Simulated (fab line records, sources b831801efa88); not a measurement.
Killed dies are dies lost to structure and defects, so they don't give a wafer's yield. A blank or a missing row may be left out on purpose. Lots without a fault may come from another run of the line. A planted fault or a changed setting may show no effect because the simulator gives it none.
fab line records | flow sky130
record lots=6 wafers=18 last_day=49
route steps=708 shown FIELD_ISO@17 PAD_OPEN@708
lots that met no fault: from a run of the same line without faults
start_h: hours from the record's first day to the start of the lot's first wafer shown | wait_h: hours since the lot's step before | " the same as in the row above | L1.1+2: a row that stands for several wafers | - no value, or no start given | * or withheld: withheld | < > ~ a bound
route shown NAME@n: a module of which the file shows steps, and the number in the route of the first | usual: mean/standard deviation of fault-free wafers | same: alike in all rows | chamber/n: place in a boat | sites: the reading at each site | _std_site: their standard deviation | _edge_site: outer sites' mean less inner sites' | radius_mm: how far each site lies from the wafer's centre | mask NAME#n: copy n | behind: the tool/chamber that last shaped the wafer | hold: why the lot was held/for how many hours/how that ended | device: the transistor (n, p or np) that didn't switch | end of line: the same wafers' tests at the end of the route | a step without rows: its recipe alone | killed: dies lost to structure and defects at the first sort, not the wafer's yield | map: a wafer's dies, x killed, . not, _ none there
set.NAME: the setting as run; set.NAME@STEP: as run at that earlier step | model.NAME: the simulator's own value behind a step, which no gauge read
lots at some steps of the route; a table a step, a row a wafer
services: from which hour (start_h, from the record's first day; less than 0 if before it) a tool's chamber was out of use, for how many hours, and why
## steps
# step SKY_FIELD_ISO_STRIP_16
# recipe chemistry=O2/N2 power_w=1400 pressure_mtorr=1500 platen_temp_c=withheld o2_flow_sccm=3000 n2_flow_sccm=300 overash_fraction=0.5
# usual drypump_motor_current_A=6.0/0.45 n2_flow_sccm=300.0/0.86 oes_product_au=0.378/0.0049 strip_time_to_endpoint_s=3.56/0.031
# columns lot.wafer tool chamber start_h wait_h drypump_motor_current_A n2_flow_sccm oes_product_au rf_hours_counter_h strip_time_to_endpoint_s
L232.1 plasma_asher-04 0 40.16 0.0 5.9 300.3 0.383 38 3.55
L232.2 " 1 " " 6.4 299.4 0.376 38 3.56
L232.4 " 0 " " 5.9 299.5 0.377 - 3.60
L235.2 plasma_asher-04 1 57.35 0.0 6.4 298.9 0.374 39 3.58
L235.3 " 1 " " 6.4 298.8 0.383 - 3.55
L235.4 " 0 " " 5.9 300.2 0.379 - 3.56
L238.1 plasma_asher-02 0 69.61 0.0 5.4 299.9 0.374 30 3.58
L238.2 " 1 " " 6.2 299.8 0.375 30 3.57
L238.5 " 0 " " 5.4 300.4 0.379 - 3.54
L239.1 plasma_asher-02 0 77.06 0.0 5.4 298.6 0.374 31 3.60
L239.2 " 1 " " 6.2 300.8 0.384 31 3.62
L239.4 " 1 " " 6.2 299.4 0.385 - 3.57
L248.1 plasma_asher-02 0 122.76 0.0 5.4 300.5 0.379 36 3.54
L248.3 " 0 " " 5.4 299.2 0.376 - 3.54
L248.5 " 1 " " 6.2 300.3 0.377 - 3.52
L250.2 plasma_asher-04 1 132.95 0.0 6.4 299.0 0.377 48 3.52
L250.4 " 1 " " 6.4 299.4 0.377 - 3.51
L250.5 " 1 " " 6.4 299.1 0.377 - 3.52
# step SKY_FIELD_ISO_ETCH_17
# recipe target_depth_a=3420 mask_material=Si3N4 chemistry=HBr/Cl2/O2 target=Si taper_deg=5 icp_w=600 bias_w=150 pressure_mtorr=15 HBr_flow_sccm=150 Cl2_flow_sccm=40 O2_flow_sccm=6 time_s=97.7
# usual HBr_flow_sccm=150.0/0.44 O2_flow_sccm=6.000/0.02 bias_w=149.9/0.43 drypump_motor_current_A=5.8/0.62 oes_product_au=0.998/0.0075 throttle_valve_pct=25.657/0.009
# columns lot.wafer tool chamber start_h wait_h HBr_flow_sccm O2_flow_sccm bias_w drypump_motor_current_A oes_product_au rf_hours_counter_h throttle_valve_pct
L232.1 rie_si-01 2 40.26 0.1 149.7 5.998 149.9 4.9 1.001 9 25.655
L232.2 " 1 " " 150.9 6.001 149.8 6.6 0.994 102 25.652
L232.4 " 0 " " 149.9 5.995 149.6 5.9 1.007 72 25.651
L235.2 rie_si-02 0 57.45 0.1 149.8 5.993 150.3 6.5 0.995 120 25.647
L235.3 " 1 " " 149.8 6.001 149.5 5.9 0.998 20 25.660
L235.4 " 3 " " 150.6 6.019 149.4 5.6 0.992 70 25.666
L238.1 rie_si-01 3 69.71 0.1 150.8 5.979 149.1 6.1 0.985 1 25.666
L238.2 " 0 " " 149.8 5.994 149.9 6.0 1.001 72 25.651
L238.5 " 2 " " 150.7 6.000 149.0 4.9 1.000 - 25.657
L239.1 rie_si-02 3 77.16 0.1 150.2 5.999 150.2 5.6 0.999 70 25.675
L239.2 " 1 " " 150.4 5.955 149.1 5.9 0.992 20 25.657
L239.4 " 0 " " 149.6 6.018 149.6 6.6 0.983 120 25.647
L248.1 rie_si-02 2 122.86 0.1 149.7 5.986 149.7 4.8 1.001 6 25.642
L248.3 " 0 " " 149.3 6.049 150.3 6.6 0.990 121 25.656
L248.5 " 2 " " 149.6 5.974 149.4 4.8 1.000 - 25.654
L250.2 rie_si-01 2 133.05 0.1 149.2 6.003 150.0 4.9 0.996 10 25.658
L250.4 " 3 " " 150.6 5.999 150.5 6.1 0.992 1 25.675
L250.5 " 1 " " 150.2 5.985 149.1 6.6 1.000 - 25.662
# step SKY_FIELD_ISO_WET_ETCH_18
# recipe chemistry=H3PO4 target_depth_nm=25 temp_c=160 target=Si3N4 time_s=286
# step SKY_FIELD_ISO_CLEAN_19
# recipe chemistry=SC1/SC2 mix=1:4:20 temp_c=70 time_s=150
# step SKY_FIELD_ISO_CLEAN_20
# recipe chemistry=dHF time_s=20 dilution=100:1
# step SKY_FIELD_ISO_WET_ETCH_21
# recipe chemistry=dHF dilution=100:1 target_depth_nm=20 dry=ipa_marangoni target=SiO2 temp_c=25 time_s=400
# step SKY_FIELD_ISO_OXIDATION_22
# recipe temp_c=950 ambient=O2 stabilise_s=600 purge_s=300 target_thk_a=100 ox_time_s=623
# step SKY_FIELD_ISO_THK_MEAS_23
# recipe reads=SiO2_of_FIELD_ISO_OXIDATION_22
# usual FIELD_ISO_OXIDATION_01_THK=10.03/0.21
# columns lot.wafer tool chamber start_h wait_h FIELD_ISO_OXIDATION_01_THK[nm]
L232.1 film_metro-01 - 43.31 0.0 10.02
L232.2 " - " " 9.93
L232.4 " - " " 10.13
L235.2 film_metro-02 - 60.74 0.0 10.17
L235.3 " - " " 10.44
L235.4 " - " " 10.13
L238.1 film_metro-03 - 71.23 0.0 10.15
L238.2 " - " " 9.89
L238.5 " - " " 10.10
L239.1 film_metro-01 - 78.88 0.0 9.92
L239.2 " - " " 10.02
L239.4 " - " " 9.99
L248.1 film_metro-01 - 124.56 0.0 10.22
L248.3 " - " " 10.23
L248.5 " - " " 10.22
L250.2 film_metro-03 - 135.14 0.0 10.00
L250.4 " - " " 9.84
L250.5 " - " " 9.94
# step SKY_FIELD_ISO_CVD_24
# recipe material=SiO2 target_thk_nm=595 temp_c=650 sigma_open_frac=0.3 time_s=99.2 sih4_flow_sccm=60 pressure_mtorr=6
# step SKY_FIELD_ISO_THK_MEAS_25
# recipe reads=SiO2_of_FIELD_ISO_CVD_24
# usual FIELD_ISO_CVD_24_THK=592/6.5
# columns lot.wafer tool chamber start_h wait_h FIELD_ISO_CVD_24_THK[nm]
L232.1 film_metro-02 - 43.44 0.0 592
L232.2 " - " " 593
L232.4 " - " " 598
L235.2 film_metro-01 - 60.87 0.0 585
L235.3 " - " " 588
L235.4 " - " " 583
L238.1 film_metro-03 - 71.36 0.0 585
L238.2 " - " " 598
L238.5 " - " " 599
L239.1 film_metro-02 - 79.04 0.1 591
L239.2 " - " " 586
L239.4 " - " " 586
L248.1 film_metro-03 - 124.73 0.1 591
L248.3 " - " " 586
L248.5 " - " " 585
L250.2 film_metro-01 - 135.27 0.0 596
L250.4 " - " " 600
L250.5 " - " " 590
# step SKY_FIELD_ISO_ANNEAL_26
# recipe temp_c=1000 time_s=1800 ambient=N2
# step SKY_FIELD_ISO_CMP_27
# recipe stop_on=Si3N4 t_overpolish_s=16 down_force_psi=4 platen_rpm=60 target_thk_nm=457.8 pad_velocity_m_s=0.94248
# usual motor_current_A=11.3/1.6 overpolish_run_s=16.000/0.009 time_to_endpoint_s=110/3.9
# columns lot.wafer tool chamber start_h wait_h motor_current_A overpolish_run_s time_to_endpoint_s
L232.1 cmp-02 0 46.31 0.0 9.0 16.003 111
L232.4 " 1 " " 11.5 15.992 114
L232.2 " 3 " " 11.3 15.994 109
L235.3 cmp-01 1 63.11 0.1 11.8 15.994 110
L235.2 " 2 " " 13.4 16.012 111
L235.4 " 3 " " 10.2 16.016 109
L238.1 cmp-02 3 73.98 0.1 11.0 15.996 112
L238.2 " 0 " " 9.0 15.997 113
L238.5 " 1 " " 11.9 15.994 115
L239.4 cmp-02 2 80.60 0.0 15.1 16.017 109
L239.2 " 3 " " 11.1 15.995 108
L239.1 " 0 " " 9.6 16.016 109
L248.1 cmp-02 3 126.89 0.0 11.1 16.007 108
L248.3 " 0 " " 8.7 16.004 105
L248.5 " 3 " " 12.0 16.003 105
L250.4 cmp-01 0 139.39 0.1 9.7 16.000 108
L250.2 " 1 " " 11.6 16.014 112
L250.5 " 2 " " 12.6 15.988 108
# step SKY_FIELD_ISO_WET_ETCH_28
# recipe chemistry=dHF target_depth_nm=23.7 target=SiO2 dilution=10:1 temp_c=25 time_s=47
# usual bath_heat_duty_pct=6.7/0.83 run_length_s=75/3.4
# columns lot.wafer tool chamber start_h wait_h bath_heat_duty_pct run_length_s model.SiO2_of_FIELD_ISO_CVD_24.thk_nm
L232.1 wet_bench-02 0 46.61 0.2 7.6 79 431.7
L232.2 " 0 " " 7.7 79 431.3
L232.4 " 0 " " 6.7 79 433.8
L235.2 wet_bench-04 1 63.36 0.1 7.1 79 434.5
L235.3 " 1 " " 6.9 79 434.7
L235.4 " 1 " " 7.4 79 434.4
L238.1 wet_bench-03 2 74.18 0.1 - - 457.1
L238.2 " 2 " " - - 457.3
L238.5 " 2 " " - - 456.9
L239.1 wet_bench-02 3 80.90 0.1 - - 457.8
L239.2 " 3 " " - - 457.3
L239.4 " 3 " " - - 457.4
L248.1 wet_bench-03 3 127.19 0.2 7.8 73 435.4
L248.3 " 3 " " 7.4 73 434.8
L248.5 " 3 " " 6.3 73 433.2
L250.2 wet_bench-02 1 139.59 0.1 6.5 73 433.4
L250.4 " 1 " " 6.8 73 434.3
L250.5 " 1 " " 6.1 73 434.4
# step SKY_FIELD_ISO_WET_ETCH_29
# recipe chemistry=H3PO4 target_depth_nm=160 target=Si3N4 temp_c=160 time_s=1825
# step SKY_FIELD_ISO_WET_ETCH_30
# recipe chemistry=dHF target_depth_nm=25 target=SiO2 dilution=10:1 temp_c=25 time_s=50
# usual bath_heat_duty_pct=6.6/0.7 run_length_s=79/3.4
# columns lot.wafer tool chamber start_h wait_h bath_heat_duty_pct run_length_s model.SiO2_of_FIELD_ISO_CVD_24.thk_nm
L232.1 wet_bench-03 0 47.20 0.0 6.4 75 402.5
L232.2 " 0 " " 5.5 75 402.1
L232.4 " 0 " " 6.9 75 404.7
L235.2 wet_bench-03 1 63.90 0.0 5.7 75 405.5
L235.3 " 1 " " 5.6 75 405.6
L235.4 " 1 " " 6.2 75 405.5
L238.1 wet_bench-03 2 74.77 0.0 6.4 82 427.6
L238.2 " 2 " " 7.6 82 427.7
L238.5 " 2 " " 6.7 82 427.6
L239.1 wet_bench-03 2 81.96 0.0 7.0 82 428.2
L239.2 " 2 " " 7.9 82 427.6
L239.4 " 2 " " 6.8 82 427.9
L248.1 wet_bench-04 2 127.78 0.0 7.7 77 406.1
L248.3 " 2 " " 7.3 77 405.5
L248.5 " 2 " " 6.6 77 403.8
L250.2 wet_bench-03 3 140.13 0.0 7.0 76 404.4
L250.4 " 3 " " 7.8 76 405.2
L250.5 " 3 " " 6.7 76 405.4
# step SKY_PAD_OPEN_PROBE_99
# usual killed_at_M0_to_M3=44/6.6 killed_at_M4_up=3.4/1.9 killed_at_contacts=25/5.6 killed_at_front_end=15/4.6 killed_at_other=0.3/0.6 killed_dies=88/9.5 killed_on_rim=17/3.8 killed_open=47/7.1 killed_short=40/6.4
# same gross_dies=492 killed_at_back_side=0
# columns lot.wafer tool chamber start_h wait_h killed_at_M0_to_M3 killed_at_M4_up killed_at_contacts killed_at_front_end killed_at_other killed_dies killed_on_rim killed_open killed_short
L232.1 prober-02 - 1085.71 0.1 42 2 28 14 0 86 19 52 34
L232.2 prober-02 - 1085.76 0.1 43 4 28 10 0 85 13 41 42
L232.4 prober-02 - 1085.86 0.2 45 4 22 16 0 87 20 47 38
L235.2 prober-01 - 1108.97 0.1 34 4 12 19 0 69 15 33 36
L235.3 prober-01 - 1109.02 0.2 41 1 28 16 0 86 17 48 37
L235.4 prober-01 - 1109.07 0.2 32 6 19 9 0 66 11 43 23
L238.1 prober-02 - 1121.08 0.1 39 5 28 420 0 492 96 48 43
L238.2 prober-02 - 1121.13 0.1 34 3 20 435 0 492 96 35 35
L238.5 prober-02 - 1121.28 0.2 39 4 25 424 0 492 96 45 45
L239.1 prober-01 - 1126.59 0.1 38 7 30 417 0 492 96 59 30
L239.2 prober-01 - 1126.64 0.1 53 5 26 407 1 492 96 52 50
L239.4 prober-01 - 1126.74 0.2 51 3 34 403 1 492 96 60 44
L248.1 prober-02 - 1182.44 0.1 39 5 20 16 1 81 11 46 35
L248.3 prober-02 - 1182.54 0.2 40 3 13 11 0 67 12 40 27
L248.5 prober-02 - 1182.64 0.2 39 4 29 16 1 89 13 47 42
L250.2 prober-01 - 1185.72 0.1 44 10 20 20 0 94 20 49 45
L250.4 prober-01 - 1185.82 0.2 37 3 28 25 0 93 18 50 43
L250.5 prober-01 - 1185.87 0.2 42 1 22 12 0 77 15 41 36
# killed by level:class
L232.1 VIA1:geometric_particle:open=11 CONTACT:geometric_particle:open=10 VIA3:geometric_particle:open=7 VIA2:geometric_particle:open=7 LI_CONTACT:geometric_particle:open=6 CONTACT:geometric_particle:short=5 LOCAL_INTERCONNECT:geometric_particle:short=4 VIA2:geometric_particle:short=4
L232.2 CONTACT:geometric_particle:open=10 VIA1:geometric_particle:open=10 VIA2:geometric_particle:open=7 LI_CONTACT:geometric_particle:open=6 CONTACT:geometric_particle:short=6 VIA1:geometric_particle:short=5 METAL2:geometric_particle:short=5 FIELD_ISO:geometric_particle:short=4
L232.4 VIA1:geometric_particle:open=12 LI_CONTACT:geometric_particle:open=9 VIA1:geometric_particle:short=8 VIA3:geometric_particle:open=7 CONTACT:geometric_particle:open=5 VIA2:geometric_particle:open=5 METAL3:geometric_particle:short=4 FIELD_ISO:geometric_particle:short=3
L235.2 VIA1:geometric_particle:short=7 VIA3:geometric_particle:open=7 POLY_GATE:geometric_particle:short=6 FIELD_ISO:geometric_particle:open=5 POLY_GATE:geometric_particle:open=5 VIA1:geometric_particle:open=5 CONTACT:geometric_particle:short=4 METAL1:geometric_particle:short=4
L235.3 VIA1:geometric_particle:open=15 CONTACT:geometric_particle:open=12 LOCAL_INTERCONNECT:geometric_particle:short=9 METAL2:geometric_particle:short=6 FIELD_ISO:geometric_particle:open=5 POLY_GATE:geometric_particle:short=4 VIA3:geometric_particle:short=4 FIELD_ISO:geometric_particle:short=3
L235.4 LI_CONTACT:geometric_particle:open=9 VIA1:geometric_particle:open=9 VIA2:geometric_particle:open=7 CONTACT:geometric_particle:open=6 VIA1:geometric_particle:short=4 VIA3:geometric_particle:open=4 FIELD_ISO:geometric_particle:short=3 METAL2:geometric_particle:short=3
L238.1 FIELD_ISO:area_etch=401 VIA1:geometric_particle:open=15 CONTACT:geometric_particle:open=8 CONTACT:geometric_particle:short=7 FIELD_ISO:geometric_particle:short=6 FIELD_ISO:geometric_particle:open=5 LI_CONTACT:geometric_particle:open=5 METAL1:geometric_particle:short=5
L238.2 FIELD_ISO:area_etch=422 VIA1:geometric_particle:open=9 LI_CONTACT:geometric_particle:open=9 POLY_GATE:geometric_particle:short=6 METAL2:geometric_particle:short=6 VIA2:geometric_particle:open=6 CONTACT:geometric_particle:open=5 CONTACT:geometric_particle:short=4
L238.5 FIELD_ISO:area_etch=402 VIA1:geometric_particle:open=10 LI_CONTACT:geometric_particle:open=8 LOCAL_INTERCONNECT:geometric_particle:short=6 VIA2:geometric_particle:open=6 POLY_GATE:geometric_particle:short=5 POLY_GATE:geometric_particle:open=5 VIA1:geometric_particle:short=5
L239.1 FIELD_ISO:area_etch=403 CONTACT:geometric_particle:open=13 VIA1:geometric_particle:open=12 LI_CONTACT:geometric_particle:open=8 VIA2:geometric_particle:open=8 CONTACT:geometric_particle:short=7 VIA3:geometric_particle:open=5 METAL4:geometric_particle:short=5
L239.2 FIELD_ISO:area_etch=389 VIA1:geometric_particle:open=13 CONTACT:geometric_particle:open=11 VIA3:geometric_particle:open=9 FIELD_ISO:geometric_particle:short=7 LOCAL_INTERCONNECT:geometric_particle:short=6 METAL1:geometric_particle:short=6 VIA1:geometric_particle:short=5
L239.4 FIELD_ISO:area_etch=387 VIA1:geometric_particle:open=12 LI_CONTACT:geometric_particle:open=10 VIA2:geometric_particle:open=9 CONTACT:geometric_particle:open=8 LOCAL_INTERCONNECT:geometric_particle:short=8 METAL2:geometric_particle:short=8 METAL1:geometric_particle:short=6
L248.1 CONTACT:geometric_particle:open=11 METAL1:geometric_particle:short=10 FIELD_ISO:geometric_particle:open=7 VIA1:geometric_particle:open=7 LI_CONTACT:geometric_particle:open=5 VIA3:geometric_particle:open=5 VIA2:geometric_particle:open=4 METAL1:geometric_particle:open=4
L248.3 VIA1:geometric_particle:open=9 VIA3:geometric_particle:open=8 CONTACT:geometric_particle:open=5 VIA2:geometric_particle:open=5 METAL2:geometric_particle:short=4 FIELD_ISO:geometric_particle:open=3 LI_CONTACT:geometric_particle:open=3 METAL1:geometric_particle:short=3
L248.5 CONTACT:geometric_particle:open=13 VIA1:geometric_particle:open=10 LI_CONTACT:geometric_particle:open=6 FIELD_ISO:geometric_particle:open=5 VIA1:geometric_particle:short=5 VIA2:geometric_particle:open=5 FIELD_ISO:geometric_particle:short=4 LOCAL_INTERCONNECT:geometric_particle:short=4
L250.2 VIA2:geometric_particle:open=10 VIA1:geometric_particle:open=9 FIELD_ISO:geometric_particle:short=7 METAL4:geometric_particle:short=7 LI_CONTACT:geometric_particle:open=7 VIA1:geometric_particle:short=5 CONTACT:geometric_particle:open=5 VIA3:geometric_particle:open=5
L250.4 LI_CONTACT:geometric_particle:open=14 POLY_GATE:geometric_particle:short=9 FIELD_ISO:geometric_particle:open=7 VIA2:geometric_particle:open=6 CONTACT:geometric_particle:open=6 METAL1:geometric_particle:short=6 METAL2:geometric_particle:short=6 VIA1:geometric_particle:open=5
L250.5 VIA1:geometric_particle:open=14 METAL2:geometric_particle:short=9 LI_CONTACT:geometric_particle:open=7 CONTACT:geometric_particle:open=6 METAL3:geometric_particle:short=5 LI_CONTACT:geometric_particle:short=4 METAL1:geometric_particle:short=4 VIA2:geometric_particle:open=4
# map L238.1 (x killed, . not)
__________xxxxxxxxxx_________
________xxxxxxxxxxxxxx_______
______xxxxxxxxxxxxxxxxxx_____
_____xxxxxxxxxxxxxxxxxxxx____
____xxxxxxxxxxxxxxxxxxxxxx___
___xxxxxxxxxxxxxxxxxxxxxxxx__
__xxxxxxxxxxxxxxxxxxxxxxxxxx_
_xxxxxxxxxxxxxxxxxxxxxxxxxxxx
_xxxxxxxxxxxxxxxxxxxxxxxxxxxx
_xxxxxxxxxxxxxxxxxxxxxxxxxxxx
_xxxxxxxxxxxxxxxxxxxxxxxxxxxx
_xxxxxxxxxxxxxxxxxxxxxxxxxxxx
_xxxxxxxxxxxxxxxxxxxxxxxxxxxx
_xxxxxxxxxxxxxxxxxxxxxxxxxxxx
_xxxxxxxxxxxxxxxxxxxxxxxxxxxx
__xxxxxxxxxxxxxxxxxxxxxxxxxx_
___xxxxxxxxxxxxxxxxxxxxxxxx__
____xxxxxxxxxxxxxxxxxxxxxx___
_____xxxxxxxxxxxxxxxxxxxx____
______xxxxxxxxxxxxxxxxxx_____
________xxxxxxxxxxxxxx_______
__________xxxxxxxxxx_________
# map L239.1 (x killed, . not)
__________xxxxxxxxxx_________
________xxxxxxxxxxxxxx_______
______xxxxxxxxxxxxxxxxxx_____
_____xxxxxxxxxxxxxxxxxxxx____
____xxxxxxxxxxxxxxxxxxxxxx___
___xxxxxxxxxxxxxxxxxxxxxxxx__
__xxxxxxxxxxxxxxxxxxxxxxxxxx_
_xxxxxxxxxxxxxxxxxxxxxxxxxxxx
_xxxxxxxxxxxxxxxxxxxxxxxxxxxx
_xxxxxxxxxxxxxxxxxxxxxxxxxxxx
_xxxxxxxxxxxxxxxxxxxxxxxxxxxx
_xxxxxxxxxxxxxxxxxxxxxxxxxxxx
_xxxxxxxxxxxxxxxxxxxxxxxxxxxx
_xxxxxxxxxxxxxxxxxxxxxxxxxxxx
_xxxxxxxxxxxxxxxxxxxxxxxxxxxx
__xxxxxxxxxxxxxxxxxxxxxxxxxx_
___xxxxxxxxxxxxxxxxxxxxxxxx__
____xxxxxxxxxxxxxxxxxxxxxx___
_____xxxxxxxxxxxxxxxxxxxx____
______xxxxxxxxxxxxxxxxxx_____
________xxxxxxxxxxxxxx_______
__________xxxxxxxxxx_________
## services
# columns tool chamber start_h hours kind
cmp-02 - 16.17 4.6 pm
cmp-01 - 22.44 0.5 repair
cmp-01 - 24.37 6.5 pm
plasma_asher-02 - 41.51 2.2 repair
rie_si-02 0 41.58 4.1 repair
cmp-02 - 62.97 5.8 repair
cmp-02 - 68.81 4.0 pm
cmp-02 - 72.81 - consumable_replace:conditioner
cmp-02 - 72.81 - consumable_replace:pad
plasma_asher-02 - 74.16 0.5 repair
cmp-02 - 101.40 2.7 repair
wet_bench-02 - 106.27 1.0 repair
## key
first_sign step=SKY_FIELD_ISO_WET_ETCH_28 reading=tool_record direction=missing
effect step=SKY_PAD_OPEN_PROBE_99 reading=killed_at_front_end direction=up sigmas=88 usual=15 struck=418
model_effect step=SKY_FIELD_ISO_WET_ETCH_28 value=SiO2_of_FIELD_ISO_CVD_24.thk_nm without=433.5 struck=457.3
model_effect step=SKY_FIELD_ISO_WET_ETCH_30 value=SiO2_of_FIELD_ISO_CVD_24.thk_nm without=404 struck=427.8
more_kills_born_at SKY_FIELD_ISO_WET_ETCH_28@wet_bench-03=1225 SKY_FIELD_ISO_WET_ETCH_28@wet_bench-02=1179
met_at SKY_FIELD_ISO_WET_ETCH_28
struck_wafers L238.1,L238.2,L238.5,L239.1,L239.2,L239.4
later_rows_left_out L238.1,L238.2,L238.5,L239.1,L239.2,L239.4
tester_left_out L238,L239
onset_between 46.61 74.18
fault kind=skipped_step_whole tool=wet_bench-02,wet_bench-03 chamber=- onset_h=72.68 steps=SKY_FIELD_ISO_WET_ETCH_28 scope=struck_lots_only
# tester_left_out: of these lots the tester's yield and bins aren't shown, on N5 and GAA mostly nor the transistor test; their killed dies are dies lost to structure and defects alone, not to doping, threshold or leakage, so they don't give the yield
# later_rows_left_out: the simulator's readings of these wafers behind a module that went badly wrong aren't trusted and aren't shown, but for the sort
